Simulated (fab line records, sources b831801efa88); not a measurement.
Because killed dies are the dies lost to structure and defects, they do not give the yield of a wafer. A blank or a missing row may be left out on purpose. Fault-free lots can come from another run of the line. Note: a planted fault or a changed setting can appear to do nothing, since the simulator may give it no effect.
Matching of chambers    flow sky130    3 sister chambers for SKY_CAP2M_CVD_00 on pecvd-03
The step deposits SiO2, target thk 15.5 nm. 3 wafers are shown with their chamber, then 7 later ones without.

EACH WAFER AND ITS CHAMBER
wafer   chamber  heater-power-w (W)
L081.6  0        770
L083.1  1        845
L083.3  2        997

WAFERS WITHOUT THEIR CHAMBER
wafer   heater-power-w (W)
L083.5  983
L086.1  803
L086.3  930
L086.4  924
L091.2  903
L091.4  867
L091.5  853

EACH ONE'S CHAMBER
wafer   from the rows above           in truth
L083.5  2                             2
L086.1  can't be placed: 0 or 1       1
L086.3  can't be placed: 2 or 1       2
L086.4  can't be placed: 2 or 1 or 0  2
L091.2  can't be placed: 1 or 2 or 0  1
L091.4  can't be placed: 1 or 0       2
L091.5  can't be placed: 1 or 0       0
Correctly placed: 1 of 7. Unplaceable from these rows: 6, with the true chamber sitting among the candidates in 5. Number placed wrongly: 0.
How it was worked out, from the rows above alone: a wafer's distance from a chamber is the root of the sum, over the readings, of the square of ((its reading less the chamber's mean) divided by the reading's scatter). If the next closest chamber is less than 2 further off than the closest, the wafer can't be placed; otherwise it belongs to the closest. For every chamber, the mean is computed from those of its wafers that are shown. The scatter: root of mean squared gap, hidden wafer to nearest shown wafer, with one shown wafer a chamber.
